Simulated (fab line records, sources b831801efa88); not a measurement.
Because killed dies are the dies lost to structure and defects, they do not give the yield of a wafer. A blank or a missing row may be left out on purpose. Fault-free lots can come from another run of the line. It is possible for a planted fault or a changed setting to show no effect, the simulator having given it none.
Problem report in the 8D (eight disciplines) form, filled by code :: flow gf180mcu :: the parts of the form that need people (team, actions taken, sign-off) are left out

## 1. THE ISSUE
Mean of run length s at GF_HV_LDD_ETCHBACK_58: 151.3 s across 3 wafers in 2 lots; on wafers with no fault it is 128.2 s (standard deviation 0.4). That is +58 standard deviations from the usual mean.
The step: etches Si3N4 in CH3F/O2, stops on SiO2, time 100 s, target depth 90 nm.
First observed at day 13 23:07: wafer L853.1, on rie diel-04. The record has a number at this step for 39 wafers belonging to 13 lots. Rule for "out", or "out of limits": more than 4 standard deviations from the usual mean. The rest of the wafers with a number are treated as sound.

## 2. WHAT IT IS, WHAT IT ISN'T
question: which readings at this step
is: run length s, oes product au
is not: drypump motor current A, throttle valve pct

question: which lots
is: L853, L857
is not: L851, L861, L862, L863, L864, L865, L866, L867, L869, L870, L871

question: which wafers of those lots
is: L853.1, L853.6, L857.2
is not: L853.4, L857.1, L857.3

question: read on which tools
is: rie diel-04
is not: rie diel-01, rie diel-03

question: when
is: from day 13 23:07
is not: up to then (4 sound wafers); but 32 sound wafers of L857, L861, L862, L863, L864, L865, L866, L867, L869, L870, L871 came after

## 3. SUSPECTS, AND WHAT RULES EACH OUT
Counting: if a tool at a process step up to the reading ran every lot that is out, it stays a suspect. Sound lots after the first of them don't rule it out here, since some wafers of a struck lot are sound.
- rie diel-04 at GF_HV_LDD_ETCHBACK_58 (etches Si3N4 in CH3F/O2, stops on SiO2, time 100 s, target depth 90 nm): kept. It processed each lot that is out (first: L853, day 13 23:07); up to then, its last sound lot is L851 (day 13 09:07). On those wafers its own readings are out: oes product au, run length s.
- rie diel-04, GF_HV_LDD_ETCHBACK_58: wafers that are out in chamber 3, sound lot-mates in chambers 0, 1, 2.
After counting, what remains is rie diel-04 at GF_HV_LDD_ETCHBACK_58.

## 4. THE CAUSE (what the simulator had put in)
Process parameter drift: rie diel-04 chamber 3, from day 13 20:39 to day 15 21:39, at GF_HV_LDD_ETCHBACK_58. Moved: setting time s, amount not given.
Only this tool survived the counting.

## 5. THE EFFECT CHAIN, in route order
Rows list readings where the struck wafers' mean (over those with a number) sits beyond 3 standard deviations from the usual. Only readings for which the record gives a usual standard deviation are gone through. hours: the time from each lot's start at the first step in this table that gives one to its start at this step, as a median over the lots. sigmas: the change in usual standard deviations.
hours: 0
step: GF_HV_LDD_ETCHBACK_58
reading: oes product au
usual: 0.844 a.u.
on struck wafers: 0.763
change: -0.081
sigmas: -12

hours: 0
step: GF_HV_LDD_ETCHBACK_58
reading: run length s
usual: 128.2 s
on struck wafers: 151.3
change: +23.1
sigmas: +58
Its process steps:
- GF_HV_LDD_ETCHBACK_58: etches Si3N4 in CH3F/O2, stops on SiO2, time 100 s, target depth 90 nm.
Later steps that measure or inspect, where all struck wafers having a row at the step show a number for every such reading and not one has moved that far: GF_M1_CD_MEAS_14.

## 6. HOW IT WOULD HAVE BEEN CAUGHT EARLIER
2 hours passed between the start of the fault at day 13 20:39 and the first reading out of limits in this record, taken at day 13 23:07.
